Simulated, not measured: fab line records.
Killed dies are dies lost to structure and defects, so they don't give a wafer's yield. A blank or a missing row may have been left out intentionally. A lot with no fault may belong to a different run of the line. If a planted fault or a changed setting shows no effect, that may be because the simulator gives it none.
fab line records / flow sfqLine
record: lots: 14 wafers: 41 lastDay: 95
route steps=325 shown M4@153 I7@298
lots that met no fault: from a run of the same line without faults
startH: hours from the record's opening day to when the first of the lot's shown wafers began / waitH: how many hours have passed since the lot's step before this one / " same as the row above / L1.1+2: a row that stands for several wafers / - no value present, or no start provided / * or withheld: withheld / < > ~ a bound
route shown NAME@n: names a module that has steps shown in the file, with the first one's number in the route / usual: the fault-free wafers' mean and standard deviation / same: alike in all rows / chamber/n: place in a boat / sites: readings site by site / _std_site: their standard deviation / _edge_site: outer sites' mean less inner sites' / radiusMm: how far each site lies from the wafer's centre / mask NAME#n: copy n / behind: the tool/chamber that last shaped the wafer / hold: what put the lot on hold/how long, in hours/how the hold closed / device: the transistor (n, p or np) that didn't switch / end of line: the tests these same wafers got at the end of their route / a step given without rows: its recipe and nothing more / killed: at the first sort, the dies lost to defects and structure; wafer yield is something else / map: dies across one wafer; x = killed, . = not, _ = none there
set.NAME: the setting that was run; set.NAME@STEP: the one run at that earlier step / model.NAME: the simulator's own value behind a step, which no gauge read
route steps across a sampled set of lots; one table per step, one row per wafer
services: from which hour (startH, from the record's first day; less than 0 if before it) a tool's chamber was out of use, for how many hours, and why
== steps ==
step: SFQ_TRILAYER_M4_LITHO_COAT_093
recipe: resist: KrF spinRpm: 3000 resistThkNm: 600
usual: chillPlateTempC: 23.03/0.11 spinSpeedRpm: 2999.8/1.9
lot.wafer=L831.1 tool=lithoTrack-02 chamber=0 startH=1155.93 waitH=0.2 chillPlateTempC=22.97 spinSpeedRpm=3003.1
lot.wafer=L831.4 tool=lithoTrack-02 chamber=0 startH=1155.93 waitH=0.2 chillPlateTempC=22.94 spinSpeedRpm=2999.0
lot.wafer=L831.5 tool=lithoTrack-02 chamber=0 startH=1155.93 waitH=0.2 chillPlateTempC=23.03 spinSpeedRpm=3000.4
lot.wafer=L832.1 tool=lithoTrack-03 chamber=0 startH=1169.13 waitH=0.2 chillPlateTempC=23.04 spinSpeedRpm=3000.7
lot.wafer=L832.4 tool=lithoTrack-03 chamber=0 startH=1169.13 waitH=0.2 chillPlateTempC=22.99 spinSpeedRpm=3002.1
lot.wafer=L832.6 tool=lithoTrack-03 chamber=0 startH=1169.13 waitH=0.2 chillPlateTempC=23.12 spinSpeedRpm=2997.6
lot.wafer=L834.1 tool=lithoTrack-03 chamber=0 startH=1187.25 waitH=0.2 chillPlateTempC=23.03 spinSpeedRpm=2999.0
lot.wafer=L834.3 tool=lithoTrack-03 chamber=0 startH=1187.25 waitH=0.2 chillPlateTempC=22.88 spinSpeedRpm=2998.3
lot.wafer=L834.5 tool=lithoTrack-03 chamber=0 startH=1187.25 waitH=0.2 chillPlateTempC=22.93 spinSpeedRpm=2998.0
lot.wafer=L835.1 tool=lithoTrack-01 chamber=0 startH=1194.48 waitH=0.2 chillPlateTempC=23.04 spinSpeedRpm=2999.3
lot.wafer=L835.3 tool=lithoTrack-01 chamber=0 startH=1194.48 waitH=0.2 chillPlateTempC=23.16 spinSpeedRpm=2999.1
lot.wafer=L835.6 tool=lithoTrack-01 chamber=0 startH=1194.48 waitH=0.2 chillPlateTempC=23.00 spinSpeedRpm=3000.1
lot.wafer=L836.4 tool=lithoTrack-01 chamber=0 startH=1213.74 waitH=0.2 chillPlateTempC=22.95 spinSpeedRpm=2996.9
lot.wafer=L836.5 tool=lithoTrack-01 chamber=0 startH=1213.74 waitH=0.2 chillPlateTempC=22.95 spinSpeedRpm=2999.5
lot.wafer=L836.6 tool=lithoTrack-01 chamber=0 startH=1213.74 waitH=0.2 chillPlateTempC=23.15 spinSpeedRpm=3001.3
lot.wafer=L837.1 tool=lithoTrack-01 chamber=0 startH=1220.79 waitH=0.2 chillPlateTempC=23.05 spinSpeedRpm=3002.6
lot.wafer=L837.3 tool=lithoTrack-01 chamber=0 startH=1220.79 waitH=0.2 chillPlateTempC=22.94 spinSpeedRpm=3003.0
lot.wafer=L837.5 tool=lithoTrack-01 chamber=0 startH=1220.79 waitH=0.2 chillPlateTempC=22.92 spinSpeedRpm=2997.9
lot.wafer=L840.2 tool=lithoTrack-01 chamber=0 startH=1278.06 waitH=0.2 chillPlateTempC=22.98 spinSpeedRpm=3000.2
lot.wafer=L840.3 tool=lithoTrack-01 chamber=0 startH=1278.06 waitH=0.2 chillPlateTempC=22.99 spinSpeedRpm=2997.0
lot.wafer=L840.6 tool=lithoTrack-01 chamber=0 startH=1278.06 waitH=0.2 chillPlateTempC=23.08 spinSpeedRpm=3000.5
lot.wafer=L841.1 tool=lithoTrack-03 chamber=0 startH=1281.61 waitH=0.2 chillPlateTempC=23.26 spinSpeedRpm=2999.4
lot.wafer=L841.2 tool=lithoTrack-03 chamber=0 startH=1281.61 waitH=0.2 chillPlateTempC=23.22 spinSpeedRpm=2998.5
lot.wafer=L841.3 tool=lithoTrack-03 chamber=0 startH=1281.61 waitH=0.2 chillPlateTempC=23.33 spinSpeedRpm=2998.1
lot.wafer=L842.1 tool=lithoTrack-02 chamber=0 startH=1285.23 waitH=0.2 chillPlateTempC=22.99 spinSpeedRpm=2999.6
lot.wafer=L842.2 tool=lithoTrack-02 chamber=0 startH=1285.23 waitH=0.2 chillPlateTempC=22.91 spinSpeedRpm=2999.6
lot.wafer=L842.3 tool=lithoTrack-02 chamber=0 startH=1285.23 waitH=0.2 chillPlateTempC=22.88 spinSpeedRpm=2997.7
lot.wafer=L843.1 tool=lithoTrack-02 chamber=0 startH=1292.43 waitH=0.2 chillPlateTempC=22.99 spinSpeedRpm=3000.0
lot.wafer=L843.4 tool=lithoTrack-02 chamber=0 startH=1292.43 waitH=0.2 chillPlateTempC=23.09 spinSpeedRpm=3001.1
lot.wafer=L843.5 tool=lithoTrack-02 chamber=0 startH=1292.43 waitH=0.2 chillPlateTempC=23.16 spinSpeedRpm=2998.1
lot.wafer=L849.2 tool=lithoTrack-03 chamber=0 startH=1341.31 waitH=0.2 chillPlateTempC=22.88 spinSpeedRpm=2998.2
lot.wafer=L849.4 tool=lithoTrack-03 chamber=0 startH=1341.31 waitH=0.2 chillPlateTempC=22.94 spinSpeedRpm=3001.1
lot.wafer=L849.6 tool=lithoTrack-03 chamber=0 startH=1341.31 waitH=0.2 chillPlateTempC=22.98 spinSpeedRpm=2998.9
lot.wafer=L851.3 tool=lithoTrack-03 chamber=0 startH=1351.56 waitH=0.2 chillPlateTempC=22.98 spinSpeedRpm=2844.0
lot.wafer=L851.5 tool=lithoTrack-03 chamber=0 startH=1351.56 waitH=0.2 chillPlateTempC=22.86 spinSpeedRpm=2844.9
lot.wafer=L852.2 tool=lithoTrack-03 chamber=0 startH=1356.31 waitH=0.2 chillPlateTempC=23.19 spinSpeedRpm=2842.2
lot.wafer=L852.3 tool=lithoTrack-03 chamber=0 startH=1356.31 waitH=0.2 chillPlateTempC=23.29 spinSpeedRpm=2841.3
lot.wafer=L852.4 tool=lithoTrack-03 chamber=0 startH=1356.31 waitH=0.2 chillPlateTempC=23.08 spinSpeedRpm=2840.8
lot.wafer=L854.2 tool=lithoTrack-02 chamber=0 startH=1367.11 waitH=0.2 chillPlateTempC=23.04 spinSpeedRpm=3002.1
lot.wafer=L854.4 tool=lithoTrack-02 chamber=0 startH=1367.11 waitH=0.2 chillPlateTempC=23.07 spinSpeedRpm=3001.3
lot.wafer=L854.5 tool=lithoTrack-02 chamber=0 startH=1367.11 waitH=0.2 chillPlateTempC=22.97 spinSpeedRpm=3001.3
step: SFQ_I7_BOW_MEAS_946
recipe: mode: bow
usual: I7_BOW: 7/9.8
lot.wafer=L831.1 tool=filmMetro-04 chamber=- startH=1781.44 waitH=1.5 I7_BOW[um]=5
lot.wafer=L831.4 tool=filmMetro-04 chamber=- startH=1781.44 waitH=1.5 I7_BOW[um]=10
lot.wafer=L831.5 tool=filmMetro-04 chamber=- startH=1781.44 waitH=1.5 I7_BOW[um]=5
lot.wafer=L832.1 tool=filmMetro-03 chamber=- startH=1783.13 waitH=1.5 I7_BOW[um]=-1
lot.wafer=L832.4 tool=filmMetro-03 chamber=- startH=1783.13 waitH=1.5 I7_BOW[um]=7
lot.wafer=L832.6 tool=filmMetro-03 chamber=- startH=1783.13 waitH=1.5 I7_BOW[um]=-3
lot.wafer=L834.1 tool=filmMetro-04 chamber=- startH=1791.28 waitH=1.5 I7_BOW[um]=5
lot.wafer=L834.3 tool=filmMetro-04 chamber=- startH=1791.28 waitH=1.5 I7_BOW[um]=5
lot.wafer=L834.5 tool=filmMetro-04 chamber=- startH=1791.28 waitH=1.5 I7_BOW[um]=9
lot.wafer=L835.1 tool=filmMetro-04 chamber=- startH=1795.05 waitH=1.0 I7_BOW[um]=1
lot.wafer=L835.3 tool=filmMetro-04 chamber=- startH=1795.05 waitH=1.0 I7_BOW[um]=-11
lot.wafer=L835.6 tool=filmMetro-04 chamber=- startH=1795.05 waitH=1.0 I7_BOW[um]=-8
lot.wafer=L836.4 tool=filmMetro-03 chamber=- startH=1810.70 waitH=2.1 I7_BOW[um]=4
lot.wafer=L836.5 tool=filmMetro-03 chamber=- startH=1810.70 waitH=2.1 I7_BOW[um]=7
lot.wafer=L836.6 tool=filmMetro-03 chamber=- startH=1810.70 waitH=2.1 I7_BOW[um]=12
lot.wafer=L837.1 tool=filmMetro-03 chamber=- startH=1822.22 waitH=2.5 I7_BOW[um]=-8
lot.wafer=L837.3 tool=filmMetro-03 chamber=- startH=1822.22 waitH=2.5 I7_BOW[um]=-1
lot.wafer=L837.5 tool=filmMetro-03 chamber=- startH=1822.22 waitH=2.5 I7_BOW[um]=-6
lot.wafer=L840.2 tool=filmMetro-03 chamber=- startH=1877.35 waitH=1.5 I7_BOW[um]=12
lot.wafer=L840.3 tool=filmMetro-03 chamber=- startH=1877.35 waitH=1.5 I7_BOW[um]=9
lot.wafer=L840.6 tool=filmMetro-03 chamber=- startH=1877.35 waitH=1.5 I7_BOW[um]=13
lot.wafer=L841.1 tool=filmMetro-03 chamber=- startH=2056.94 waitH=2.0 I7_BOW[um]=1
lot.wafer=L841.2 tool=filmMetro-03 chamber=- startH=2056.94 waitH=2.0 I7_BOW[um]=14
lot.wafer=L841.3 tool=filmMetro-03 chamber=- startH=2056.94 waitH=2.0 I7_BOW[um]=22
lot.wafer=L842.1 tool=filmMetro-01 chamber=- startH=2058.50 waitH=2.5 I7_BOW[um]=10
lot.wafer=L842.2 tool=filmMetro-01 chamber=- startH=2058.50 waitH=2.5 I7_BOW[um]=15
lot.wafer=L842.3 tool=filmMetro-01 chamber=- startH=2058.50 waitH=2.5 I7_BOW[um]=16
lot.wafer=L843.1 tool=filmMetro-04 chamber=- startH=2059.94 waitH=1.0 I7_BOW[um]=0
lot.wafer=L843.4 tool=filmMetro-04 chamber=- startH=2059.94 waitH=1.0 I7_BOW[um]=9
lot.wafer=L843.5 tool=filmMetro-04 chamber=- startH=2059.94 waitH=1.0 I7_BOW[um]=1
lot.wafer=L849.2 tool=filmMetro-04 chamber=- startH=2082.56 waitH=1.0 I7_BOW[um]=17
lot.wafer=L849.4 tool=filmMetro-04 chamber=- startH=2082.56 waitH=1.0 I7_BOW[um]=9
lot.wafer=L849.6 tool=filmMetro-04 chamber=- startH=2082.56 waitH=1.0 I7_BOW[um]=-3
lot.wafer=L851.3 tool=filmMetro-04 chamber=- startH=2089.83 waitH=1.5 I7_BOW[um]=31
lot.wafer=L851.5 tool=filmMetro-04 chamber=- startH=2089.83 waitH=1.5 I7_BOW[um]=18
lot.wafer=L852.2 tool=filmMetro-04 chamber=- startH=2093.27 waitH=1.5 I7_BOW[um]=4
lot.wafer=L852.3 tool=filmMetro-04 chamber=- startH=2093.27 waitH=1.5 I7_BOW[um]=14
lot.wafer=L852.4 tool=filmMetro-04 chamber=- startH=2093.27 waitH=1.5 I7_BOW[um]=15
lot.wafer=L854.2 tool=filmMetro-04 chamber=- startH=2106.47 waitH=1.0 I7_BOW[um]=9
lot.wafer=L854.4 tool=filmMetro-04 chamber=- startH=2106.47 waitH=1.0 I7_BOW[um]=6
lot.wafer=L854.5 tool=filmMetro-04 chamber=- startH=2106.47 waitH=1.0 I7_BOW[um]=10
step: SFQ_TRILAYER_I7_METRO_MEASURE_185
usual: thkNm: 200.0/1.3
lot.wafer=L831.1 tool=filmMetro-04 chamber=- startH=1781.56 waitH=0.1 thkNm=201.1
lot.wafer=L831.4 tool=filmMetro-04 chamber=- startH=1781.56 waitH=0.1 thkNm=200.6
lot.wafer=L831.5 tool=filmMetro-04 chamber=- startH=1781.56 waitH=0.1 thkNm=201.5
lot.wafer=L832.1 tool=filmMetro-03 chamber=- startH=1783.25 waitH=0.1 thkNm=200.6
lot.wafer=L832.4 tool=filmMetro-03 chamber=- startH=1783.25 waitH=0.1 thkNm=202.5
lot.wafer=L832.6 tool=filmMetro-03 chamber=- startH=1783.25 waitH=0.1 thkNm=201.6
lot.wafer=L834.1 tool=filmMetro-04 chamber=- startH=1791.40 waitH=0.1 thkNm=199.8
lot.wafer=L834.3 tool=filmMetro-04 chamber=- startH=1791.40 waitH=0.1 thkNm=199.7
lot.wafer=L834.5 tool=filmMetro-04 chamber=- startH=1791.40 waitH=0.1 thkNm=196.3
lot.wafer=L835.1 tool=filmMetro-04 chamber=- startH=1795.17 waitH=0.1 thkNm=197.1
lot.wafer=L835.3 tool=filmMetro-04 chamber=- startH=1795.17 waitH=0.1 thkNm=200.6
lot.wafer=L835.6 tool=filmMetro-04 chamber=- startH=1795.17 waitH=0.1 thkNm=200.7
lot.wafer=L836.4 tool=filmMetro-03 chamber=- startH=1811.36 waitH=0.6 thkNm=200.9
lot.wafer=L836.5 tool=filmMetro-03 chamber=- startH=1811.36 waitH=0.6 thkNm=200.8
lot.wafer=L836.6 tool=filmMetro-03 chamber=- startH=1811.36 waitH=0.6 thkNm=200.1
lot.wafer=L837.1 tool=filmMetro-03 chamber=- startH=1822.34 waitH=0.1 thkNm=199.0
lot.wafer=L837.3 tool=filmMetro-03 chamber=- startH=1822.34 waitH=0.1 thkNm=201.5
lot.wafer=L837.5 tool=filmMetro-03 chamber=- startH=1822.34 waitH=0.1 thkNm=200.6
lot.wafer=L840.2 tool=filmMetro-03 chamber=- startH=1877.65 waitH=0.3 thkNm=200.1
lot.wafer=L840.3 tool=filmMetro-03 chamber=- startH=1877.65 waitH=0.3 thkNm=203.0
lot.wafer=L840.6 tool=filmMetro-03 chamber=- startH=1877.65 waitH=0.3 thkNm=202.9
lot.wafer=L841.1 tool=filmMetro-03 chamber=- startH=2057.06 waitH=0.1 thkNm=199.8
lot.wafer=L841.2 tool=filmMetro-03 chamber=- startH=2057.06 waitH=0.1 thkNm=199.8
lot.wafer=L841.3 tool=filmMetro-03 chamber=- startH=2057.06 waitH=0.1 thkNm=201.6
lot.wafer=L842.1 tool=filmMetro-01 chamber=- startH=2058.62 waitH=0.1 thkNm=199.5
lot.wafer=L842.2 tool=filmMetro-01 chamber=- startH=2058.62 waitH=0.1 thkNm=197.7
lot.wafer=L842.3 tool=filmMetro-01 chamber=- startH=2058.62 waitH=0.1 thkNm=199.4
lot.wafer=L843.1 tool=filmMetro-04 chamber=- startH=2060.06 waitH=0.1 thkNm=200.5
lot.wafer=L843.4 tool=filmMetro-04 chamber=- startH=2060.06 waitH=0.1 thkNm=200.0
lot.wafer=L843.5 tool=filmMetro-04 chamber=- startH=2060.06 waitH=0.1 thkNm=200.1
lot.wafer=L849.2 tool=filmMetro-04 chamber=- startH=2082.86 waitH=0.3 thkNm=201.2
lot.wafer=L849.4 tool=filmMetro-04 chamber=- startH=2082.86 waitH=0.3 thkNm=201.3
lot.wafer=L849.6 tool=filmMetro-04 chamber=- startH=2082.86 waitH=0.3 thkNm=201.0
lot.wafer=L851.3 tool=filmMetro-04 chamber=- startH=2090.31 waitH=0.5 thkNm=202.3
lot.wafer=L851.5 tool=filmMetro-04 chamber=- startH=2090.31 waitH=0.5 thkNm=201.7
lot.wafer=L852.2 tool=filmMetro-04 chamber=- startH=2093.57 waitH=0.3 thkNm=202.1
lot.wafer=L852.3 tool=filmMetro-04 chamber=- startH=2093.57 waitH=0.3 thkNm=198.0
lot.wafer=L852.4 tool=filmMetro-04 chamber=- startH=2093.57 waitH=0.3 thkNm=200.3
lot.wafer=L854.2 tool=filmMetro-04 chamber=- startH=2106.77 waitH=0.3 thkNm=198.7
lot.wafer=L854.4 tool=filmMetro-04 chamber=- startH=2106.77 waitH=0.3 thkNm=201.0
lot.wafer=L854.5 tool=filmMetro-04 chamber=- startH=2106.77 waitH=0.3 thkNm=199.4
step: SFQ_TRILAYER_I7_VIA_ETCH_VIA_ETCH_190
recipe: target: SiO2 stopOn: Nb maskMaterial: PR taperDeg: 20 chemistry: CHF3 targetDepthNm: 260 sourceW: 500 biasW: 80 pressureMtorr: 30 timeS: withheld
usual: chamberPressureMTorr: 29.999/0.028 drypumpMotorCurrentA: 5.6/0.38 oesProductAu: 0.854/0.005
lot.wafer=L831.1 tool=rieDiel-04 chamber=2 startH=1872.22 waitH=0.0 chamberPressureMTorr=30.005 drypumpMotorCurrentA=4.9 oesProductAu=0.860
lot.wafer=L831.4 tool=rieDiel-04 chamber=0 startH=1872.22 waitH=0.0 chamberPressureMTorr=30.017 drypumpMotorCurrentA=5.0 oesProductAu=0.858
lot.wafer=L831.5 tool=rieDiel-04 chamber=0 startH=1872.22 waitH=0.0 chamberPressureMTorr=29.984 drypumpMotorCurrentA=5.0 oesProductAu=0.853
lot.wafer=L832.1 tool=rieDiel-03 chamber=3 startH=1877.02 waitH=0.0 chamberPressureMTorr=29.999 drypumpMotorCurrentA=5.3 oesProductAu=0.860
lot.wafer=L832.4 tool=rieDiel-03 chamber=2 startH=1877.02 waitH=0.0 chamberPressureMTorr=29.987 drypumpMotorCurrentA=5.7 oesProductAu=0.856
lot.wafer=L832.6 tool=rieDiel-03 chamber=3 startH=1877.02 waitH=0.0 chamberPressureMTorr=30.018 drypumpMotorCurrentA=5.3 oesProductAu=0.847
lot.wafer=L834.1 tool=rieDiel-01 chamber=1 startH=1887.94 waitH=0.0 chamberPressureMTorr=30.020 drypumpMotorCurrentA=5.4 oesProductAu=0.861
lot.wafer=L834.3 tool=rieDiel-01 chamber=3 startH=1887.94 waitH=0.0 chamberPressureMTorr=30.044 drypumpMotorCurrentA=5.6 oesProductAu=0.853
lot.wafer=L834.5 tool=rieDiel-01 chamber=0 startH=1887.94 waitH=0.0 chamberPressureMTorr=29.994 drypumpMotorCurrentA=5.7 oesProductAu=0.842
lot.wafer=L835.1 tool=rieDiel-01 chamber=3 startH=1892.74 waitH=0.0 chamberPressureMTorr=30.027 drypumpMotorCurrentA=5.6 oesProductAu=0.850
lot.wafer=L835.3 tool=rieDiel-01 chamber=0 startH=1892.74 waitH=0.0 chamberPressureMTorr=29.951 drypumpMotorCurrentA=5.7 oesProductAu=0.860
lot.wafer=L835.6 tool=rieDiel-01 chamber=2 startH=1892.74 waitH=0.0 chamberPressureMTorr=30.068 drypumpMotorCurrentA=6.3 oesProductAu=0.849
lot.wafer=L836.4 tool=rieDiel-03 chamber=1 startH=1909.60 waitH=0.1 chamberPressureMTorr=29.956 drypumpMotorCurrentA=5.6 oesProductAu=0.859
lot.wafer=L836.5 tool=rieDiel-03 chamber=3 startH=1909.60 waitH=0.1 chamberPressureMTorr=30.029 drypumpMotorCurrentA=5.2 oesProductAu=0.858
lot.wafer=L836.6 tool=rieDiel-03 chamber=2 startH=1909.60 waitH=0.1 chamberPressureMTorr=30.035 drypumpMotorCurrentA=5.7 oesProductAu=0.856
lot.wafer=L837.1 tool=rieDiel-01 chamber=0 startH=1921.54 waitH=0.0 chamberPressureMTorr=29.993 drypumpMotorCurrentA=5.6 oesProductAu=0.852
lot.wafer=L837.3 tool=rieDiel-01 chamber=1 startH=1921.54 waitH=0.0 chamberPressureMTorr=29.992 drypumpMotorCurrentA=5.3 oesProductAu=0.854
lot.wafer=L837.5 tool=rieDiel-01 chamber=3 startH=1921.54 waitH=0.0 chamberPressureMTorr=30.012 drypumpMotorCurrentA=5.6 oesProductAu=0.862
lot.wafer=L840.2 tool=rieDiel-03 chamber=0 startH=1965.03 waitH=0.0 chamberPressureMTorr=30.006 drypumpMotorCurrentA=5.6 oesProductAu=0.856
lot.wafer=L840.3 tool=rieDiel-03 chamber=3 startH=1965.03 waitH=0.0 chamberPressureMTorr=29.982 drypumpMotorCurrentA=5.3 oesProductAu=0.854
lot.wafer=L840.6 tool=rieDiel-03 chamber=2 startH=1965.03 waitH=0.0 chamberPressureMTorr=30.015 drypumpMotorCurrentA=5.7 oesProductAu=0.858
lot.wafer=L841.1 tool=rieDiel-01 chamber=3 startH=2136.14 waitH=0.0 chamberPressureMTorr=29.976 drypumpMotorCurrentA=5.6 oesProductAu=0.850
lot.wafer=L841.2 tool=rieDiel-01 chamber=1 startH=2136.14 waitH=0.0 chamberPressureMTorr=30.014 drypumpMotorCurrentA=5.4 oesProductAu=0.853
lot.wafer=L841.3 tool=rieDiel-01 chamber=2 startH=2136.14 waitH=0.0 chamberPressureMTorr=29.963 drypumpMotorCurrentA=6.3 oesProductAu=0.855
lot.wafer=L842.1 tool=rieDiel-04 chamber=1 startH=2144.20 waitH=0.0 chamberPressureMTorr=29.991 drypumpMotorCurrentA=5.9 oesProductAu=0.848
lot.wafer=L842.2 tool=rieDiel-04 chamber=2 startH=2144.20 waitH=0.0 chamberPressureMTorr=29.978 drypumpMotorCurrentA=4.9 oesProductAu=0.849
lot.wafer=L842.3 tool=rieDiel-04 chamber=3 startH=2144.20 waitH=0.0 chamberPressureMTorr=30.049 drypumpMotorCurrentA=5.4 oesProductAu=0.854
lot.wafer=L843.1 tool=rieDiel-01 chamber=0 startH=2146.60 waitH=0.0 chamberPressureMTorr=29.988 drypumpMotorCurrentA=5.6 oesProductAu=0.854
lot.wafer=L843.4 tool=rieDiel-01 chamber=2 startH=2146.60 waitH=0.0 chamberPressureMTorr=29.985 drypumpMotorCurrentA=6.3 oesProductAu=0.845
lot.wafer=L843.5 tool=rieDiel-01 chamber=1 startH=2146.60 waitH=0.0 chamberPressureMTorr=29.993 drypumpMotorCurrentA=5.3 oesProductAu=0.857
lot.wafer=L849.2 tool=rieDiel-04 chamber=1 startH=2175.27 waitH=0.0 chamberPressureMTorr=29.980 drypumpMotorCurrentA=5.9 oesProductAu=0.864
lot.wafer=L849.4 tool=rieDiel-04 chamber=3 startH=2175.27 waitH=0.0 chamberPressureMTorr=29.965 drypumpMotorCurrentA=5.4 oesProductAu=0.851
lot.wafer=L849.6 tool=rieDiel-04 chamber=0 startH=2175.27 waitH=0.0 chamberPressureMTorr=30.002 drypumpMotorCurrentA=5.0 oesProductAu=0.848
lot.wafer=L851.3 tool=rieDiel-01 chamber=2 startH=2183.02 waitH=0.0 chamberPressureMTorr=29.996 drypumpMotorCurrentA=6.3 oesProductAu=0.860
lot.wafer=L851.5 tool=rieDiel-01 chamber=0 startH=2183.02 waitH=0.0 chamberPressureMTorr=30.004 drypumpMotorCurrentA=5.6 oesProductAu=0.848
lot.wafer=L852.2 tool=rieDiel-04 chamber=0 startH=2185.42 waitH=0.0 chamberPressureMTorr=29.954 drypumpMotorCurrentA=5.0 oesProductAu=0.865
lot.wafer=L852.3 tool=rieDiel-04 chamber=1 startH=2185.42 waitH=0.0 chamberPressureMTorr=30.024 drypumpMotorCurrentA=5.8 oesProductAu=0.854
lot.wafer=L852.4 tool=rieDiel-04 chamber=2 startH=2185.42 waitH=0.0 chamberPressureMTorr=29.994 drypumpMotorCurrentA=4.9 oesProductAu=0.852
lot.wafer=L854.2 tool=rieDiel-04 chamber=3 startH=2193.82 waitH=0.0 chamberPressureMTorr=29.948 drypumpMotorCurrentA=5.4 oesProductAu=0.852
lot.wafer=L854.4 tool=rieDiel-04 chamber=2 startH=2193.82 waitH=0.0 chamberPressureMTorr=29.990 drypumpMotorCurrentA=4.9 oesProductAu=0.858
lot.wafer=L854.5 tool=rieDiel-04 chamber=0 startH=2193.82 waitH=0.0 chamberPressureMTorr=29.982 drypumpMotorCurrentA=5.0 oesProductAu=0.863
== services ==
tool=filmMetro-04 chamber=- startH=1137.37 hours=0.2 kind=pm
tool=filmMetro-04 chamber=- startH=1281.90 hours=20.0 kind=pm
tool=rieDiel-01 chamber=2 startH=1289.97 hours=3.2 kind=repair
tool=filmMetro-04 chamber=- startH=1338.23 hours=1.5 kind=pm
tool=filmMetro-04 chamber=- startH=1363.73 hours=0.8 kind=pm
tool=rieDiel-01 chamber=1 startH=1366.84 hours=4.5 kind=repair
tool=filmMetro-04 chamber=- startH=1381.52 hours=0.6 kind=pm
tool=rieDiel-01 chamber=3 startH=1408.22 hours=6.4 kind=repair
tool=filmMetro-04 chamber=- startH=1449.09 hours=3.8 kind=repair
tool=rieDiel-01 chamber=1 startH=1478.17 hours=5.8 kind=repair
tool=rieDiel-01 chamber=- startH=1546.82 hours=2.8 kind=pm
tool=filmMetro-04 chamber=- startH=1583.23 hours=0.7 kind=pm
tool=rieDiel-01 chamber=- startH=1597.70 hours=1.2 kind=repair
tool=rieDiel-01 chamber=3 startH=1598.72 hours=22.4 kind=repair
tool=filmMetro-04 chamber=- startH=1608.73 hours=1.4 kind=pm
tool=filmMetro-04 chamber=- startH=1626.96 hours=1.8 kind=pm
tool=filmMetro-04 chamber=- startH=1828.23 hours=0.5 kind=pm
tool=filmMetro-04 chamber=- startH=1853.73 hours=0.5 kind=pm
tool=filmMetro-04 chamber=- startH=1871.52 hours=1.9 kind=pm
tool=filmMetro-04 chamber=- startH=1879.29 hours=1.8 kind=pm
tool=filmMetro-04 chamber=- startH=1886.54 hours=1.7 kind=pm
tool=filmMetro-04 chamber=- startH=2073.23 hours=0.6 kind=pm
tool=filmMetro-04 chamber=- startH=2098.73 hours=0.7 kind=pm
tool=filmMetro-04 chamber=- startH=2116.52 hours=0.7 kind=pm
== key ==
firstSign: step: SFQ_TRILAYER_M4_LITHO_COAT_093 reading: spinSpeedRpm direction: down sigmas: 85 usual: 2999.8 struck: 2842.6
effect none on later readings
metAt SFQ_TRILAYER_M4_LITHO_COAT_093
struckLots L851,L852
notActingAt SFQ_I7_BOW_MEAS_946,SFQ_TRILAYER_I7_METRO_MEASURE_185,SFQ_TRILAYER_I7_VIA_ETCH_VIA_ETCH_190
onsetBetween 1341.31 1351.56
fault: kind: processParameterDrift tool: lithoTrack-03 chamber: - onsetH: 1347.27 steps: SFQ_TRILAYER_M4_LITHO_COAT_093 channel: spinRpm offset: -156.79 shape: step endH: 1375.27 actsIn: theseRecipesOnly stated: 3000
